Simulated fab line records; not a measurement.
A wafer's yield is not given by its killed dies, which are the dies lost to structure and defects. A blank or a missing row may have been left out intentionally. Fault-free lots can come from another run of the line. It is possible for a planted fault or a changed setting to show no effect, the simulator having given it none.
A struck lot beside a sound one -- flow sfq line -- 17 out of 325 route steps
Sound: wafers L418.1, L418.4, L418.5. Struck: wafer L424.3. (L424.2, L424.6 of the same lot were not struck and are left out.) The cause comes at the end.
Order at every step that has rows: each side's tool, ch and its chambers, its first start. Under that, the readings that differ: sound wafers -- struck wafers -- difference of the means -- sigmas: that difference in standard deviations of wafers without a fault.
alike: a reading whose means differ by less than 2 such deviations, as well as words and numbers matching on both sides. not compared: withheld readings; readings where some wafer has no value; bounds like >300 that might hide an equal value; numbers whose values overlap and for which the record gives no deviation.
The two part at a step that has a row with sigmas, a row that says differs or no value, or rows on one side only. Non-overlapping numbers with no deviation appear without sigmas and do not part them. A reading missing from all wafers of one side parts the sides only when that side holds two or more wafers.

SFQ_TRILAYER_I2_VIA_BARC_OPEN_VIA_ETCH_096: etches BARC in O2, target depth 125 nm, time 41.7 s.
  sound on rie diel-04 ch 1,2,3, day 34 23:24; struck on rie diel-04 ch 3, day 43 14:39
  alike: drypump motor current A, oes product au, rf fwd power W
  not compared: rf hours counter h
SFQ_TRILAYER_I2_VIA_ETCH_VIA_ETCH_070: etches SiO2 in CHF3, stops on Nb, target depth 260 nm.
  sound on rie diel-04 ch 1,2,3, day 34 23:26; struck on rie diel-04 ch 3, day 43 14:41
  alike: drypump motor current A, oes product au, rf fwd power W
SFQ_TRILAYER_I2_VIA_STRIP_STRIP_071: strips in O2.
  sound on rie metal-01 ch 0,1, day 34 23:33; struck on rie metal-02 ch 1, day 43 14:48
reading,sound,struck,difference,sigmas
drypump motor current A (A),5.9 5.8 5.9,6.8,+0.9,+2
  alike: oes product au
  not compared: rf hours counter h
then, 2 steps without rows for these wafers: SFQ_TRILAYER_I2_VIA_STRIP_SOLV_CLEAN_072 (cleans in NMP, time 600 s); SFQ_TRILAYER_M3_DEP_PRE_CLEAN_074 (time 22.5 s).
SFQ_TRILAYER_M3_DEP_SPUTTER_073: material Nb, target thk 200 nm, time 133.3 s.
  sound on pvd sputter-06, day 35 00:22; struck on pvd sputter-03, day 43 15:37
  alike: throttle valve pct
SFQ_M3_RS_MEAS_919: the measuring method here is four-point-probe.
  sound on film metro-03, day 35 00:27; struck on film metro-04, day 43 15:43
reading,sound,struck,difference,sigmas
M3_NB_RS (ohm/sq),0.889 0.887 0.881,0.903,+0.017,+2
then, 4 steps without rows for these wafers: SFQ_TRILAYER_M3_LITHO_COAT_080 (resist thk 62 nm); SFQ_TRILAYER_M3_LITHO_COAT_075 (resist thk 600 nm); SFQ_TRILAYER_M3_LITHO_SOFTBAKE_079; SFQ_TRILAYER_M3_LITHO_EXPOSE_076 (exposes mask M3, target cd 500 nm).
SFQ_TRILAYER_M3_LITHO_PEB_078: peb time 60 s.
  sound on litho track-04 ch 0, day 40 17:20; struck on litho track-04 ch 0, day 43 18:07
reading,sound,struck,difference,sigmas
heater power total W (W),79.20 79.20 79.19,85.54,+6.34,+91
then, 1 step without rows for these wafers: SFQ_TRILAYER_M3_LITHO_DEVELOP_077 (time 60 s).
SFQ_M3_OVL_MEAS_921:
  sound on overlay-02, day 40 17:38; struck on overlay-01, day 43 18:23
  alike: M3_OVL
SFQ_TRILAYER_M3_BARC_OPEN_METAL_ETCH_100: etches BARC in O2, target depth 125 nm, time 41.7 s.
  sound on rie metal-01 ch 0,1, day 40 17:40; struck on rie metal-03 ch 0, day 43 18:25
reading,sound,struck,difference,sigmas
rf fwd power W (W),597.1 595.3 593.0,590.1,-5.0,-2
model.M3.cd nm (nm),501.9 501.6 500.8,538.9,+37.5,
  alike: drypump motor current A, oes product au
  not compared: rf hours counter h
SFQ_TRILAYER_M3_ETCH_METAL_ETCH_078: etches Nb in Cl2/Ar, stops on SiO2, target depth 240 nm, time 120 s.
  sound on rie metal-01 ch 0,1, day 40 17:44; struck on rie metal-03 ch 0, day 43 18:29
reading,sound,struck,difference,sigmas
oes product au (a.u.),0.893 0.895 0.906,0.885,-0.013,-2
model.M3.cd nm (nm),502.1 502 500.6,539.9,+38.3,
  alike: drypump motor current A, rf fwd power W
  not compared: rf hours counter h
SFQ_TRILAYER_M3_STRIP_STRIP_079: strips in O2.
  sound on rie metal-01 ch 0,1, day 40 17:52; struck on rie metal-03 ch 0, day 43 18:37
  alike: drypump motor current A, oes product au
  not compared: rf hours counter h

WHERE THEY PART
Earliest at SFQ_TRILAYER_I2_VIA_STRIP_STRIP_071; latest, in this record, at SFQ_TRILAYER_M3_ETCH_METAL_ETCH_078. Later steps at which nothing parts them and some readings are alike: SFQ_TRILAYER_M3_STRIP_STRIP_079.

WHY: whatever the simulator had introduced
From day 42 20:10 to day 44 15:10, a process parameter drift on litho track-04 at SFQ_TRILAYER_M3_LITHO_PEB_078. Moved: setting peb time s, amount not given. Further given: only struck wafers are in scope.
